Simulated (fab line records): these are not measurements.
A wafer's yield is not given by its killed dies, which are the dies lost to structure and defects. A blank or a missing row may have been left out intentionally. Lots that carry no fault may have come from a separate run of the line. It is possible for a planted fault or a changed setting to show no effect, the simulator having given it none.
Chamber matching || flow gf180mcu || GF_V5_CMP_26 on cmp-02: 4 sister chambers
The step polishes, stops on SiO2, t overpolish 15 s, target thk 0 nm. 16 wafers are shown with their chamber, then 7 later ones without.

WAFERS, EACH WITH ITS CHAMBER
{"wafer": "L596.1", "chamber": 1, "motor_current_A (A)": 10.3, "time_to_endpoint_s (s)": 81.9, "overpolish_run_s (s)": 14.999}
{"wafer": "L596.5", "chamber": 2, "motor_current_A (A)": 10.3, "time_to_endpoint_s (s)": 82.0, "overpolish_run_s (s)": 14.992}
{"wafer": "L596.6", "chamber": 1, "motor_current_A (A)": 10.4, "time_to_endpoint_s (s)": 79.6, "overpolish_run_s (s)": 14.995}
{"wafer": "L597.1", "chamber": 0, "motor_current_A (A)": 11.5, "time_to_endpoint_s (s)": 89.5, "overpolish_run_s (s)": 15.009}
{"wafer": "L597.3", "chamber": 2, "motor_current_A (A)": 10.3, "time_to_endpoint_s (s)": 85.0, "overpolish_run_s (s)": 14.998}
{"wafer": "L597.5", "chamber": 0, "motor_current_A (A)": 10.7, "time_to_endpoint_s (s)": 87.0, "overpolish_run_s (s)": 14.995}
{"wafer": "L598.1", "chamber": 3, "motor_current_A (A)": 10.8, "time_to_endpoint_s (s)": 85.1, "overpolish_run_s (s)": 15.002}
{"wafer": "L598.2", "chamber": 1, "motor_current_A (A)": 10.5, "time_to_endpoint_s (s)": 82.8, "overpolish_run_s (s)": 14.982}
{"wafer": "L598.6", "chamber": 0, "motor_current_A (A)": 11.5, "time_to_endpoint_s (s)": 80.6, "overpolish_run_s (s)": 14.995}
{"wafer": "L600.2", "chamber": 3, "motor_current_A (A)": 10.7, "time_to_endpoint_s (s)": 83.3, "overpolish_run_s (s)": 14.990}
{"wafer": "L600.5", "chamber": 3, "motor_current_A (A)": 11.0, "time_to_endpoint_s (s)": 84.8, "overpolish_run_s (s)": 15.001}
{"wafer": "L600.6", "chamber": 2, "motor_current_A (A)": 10.3, "time_to_endpoint_s (s)": 84.7, "overpolish_run_s (s)": 15.000}
{"wafer": "L604.1", "chamber": 3, "motor_current_A (A)": 10.5, "time_to_endpoint_s (s)": 82.5, "overpolish_run_s (s)": 14.999}
{"wafer": "L604.3", "chamber": 2, "motor_current_A (A)": 10.7, "time_to_endpoint_s (s)": 84.6, "overpolish_run_s (s)": 14.994}
{"wafer": "L604.4", "chamber": 0, "motor_current_A (A)": 11.0, "time_to_endpoint_s (s)": 85.1, "overpolish_run_s (s)": 15.001}
{"wafer": "L607.1", "chamber": 2, "motor_current_A (A)": 10.4, "time_to_endpoint_s (s)": 88.5, "overpolish_run_s (s)": 15.016}

SIGNATURES, as means of the wafers listed above
{"reading": "motor_current_A", "chamber 0": 11.175, "chamber 1": 10.400, "chamber 2": 10.400, "chamber 3": 10.750, "scatter within a chamber": 0.248}
{"reading": "time_to_endpoint_s", "chamber 0": 85.550, "chamber 1": 81.433, "chamber 2": 84.960, "chamber 3": 83.925, "scatter within a chamber": 2.48}
{"reading": "overpolish_run_s", "chamber 0": 15.00000, "chamber 1": 14.99200, "chamber 2": 15.00000, "chamber 3": 14.99800, "scatter within a chamber": 0.00785}
Rule: for a wafer and a chamber, the distance is found by dividing, reading by reading, the gap between the wafer's reading and the chamber's mean by the reading's scatter, squaring, summing and taking the root. If the next closest chamber is less than 2 further off than the closest, the wafer can't be placed; otherwise it belongs to the closest. The scatter: take each reading less its chamber's mean, square it, sum over the shown wafers, divide by the number of wafers less the number of chambers, and take the root.

WAFERS MISSING THEIR CHAMBER
{"wafer": "L607.2", "motor_current_A (A)": 9.9, "time_to_endpoint_s (s)": 88.0, "overpolish_run_s (s)": 14.991}
{"wafer": "L607.5", "motor_current_A (A)": 10.4, "time_to_endpoint_s (s)": 85.2, "overpolish_run_s (s)": 14.994}
{"wafer": "L608.4", "motor_current_A (A)": 11.0, "time_to_endpoint_s (s)": 86.4, "overpolish_run_s (s)": 14.984}
{"wafer": "L608.6", "motor_current_A (A)": 10.4, "time_to_endpoint_s (s)": 85.4, "overpolish_run_s (s)": 14.997}
{"wafer": "L612.4", "motor_current_A (A)": 10.4, "time_to_endpoint_s (s)": 86.4, "overpolish_run_s (s)": 15.012}
{"wafer": "L612.5", "motor_current_A (A)": 10.4, "time_to_endpoint_s (s)": 85.3, "overpolish_run_s (s)": 15.016}
{"wafer": "L612.6", "motor_current_A (A)": 9.7, "time_to_endpoint_s (s)": 86.0, "overpolish_run_s (s)": 15.009}

WHICH CHAMBER EACH ONE RAN IN
{"wafer": "L607.2", "from the rows above": "can't be placed: 2 or 1 or 3", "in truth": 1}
{"wafer": "L607.5", "from the rows above": "can't be placed: 2 or 1 or 3", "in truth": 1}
{"wafer": "L608.4", "from the rows above": "can't be placed: 0 or 3 or 2 or 1", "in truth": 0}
{"wafer": "L608.6", "from the rows above": "can't be placed: 2 or 3 or 1", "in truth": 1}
{"wafer": "L612.4", "from the rows above": "can't be placed: 2 or 3 or 1 or 0", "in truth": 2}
{"wafer": "L612.5", "from the rows above": "can't be placed: 2 or 3 or 1 or 0", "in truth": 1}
{"wafer": "L612.6", "from the rows above": "can't be placed: 2 or 1 or 3", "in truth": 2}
Correctly placed: 0 of 7. Not placeable from these rows: 7 (in 7, the candidates include the true chamber). 0 placed wrongly.
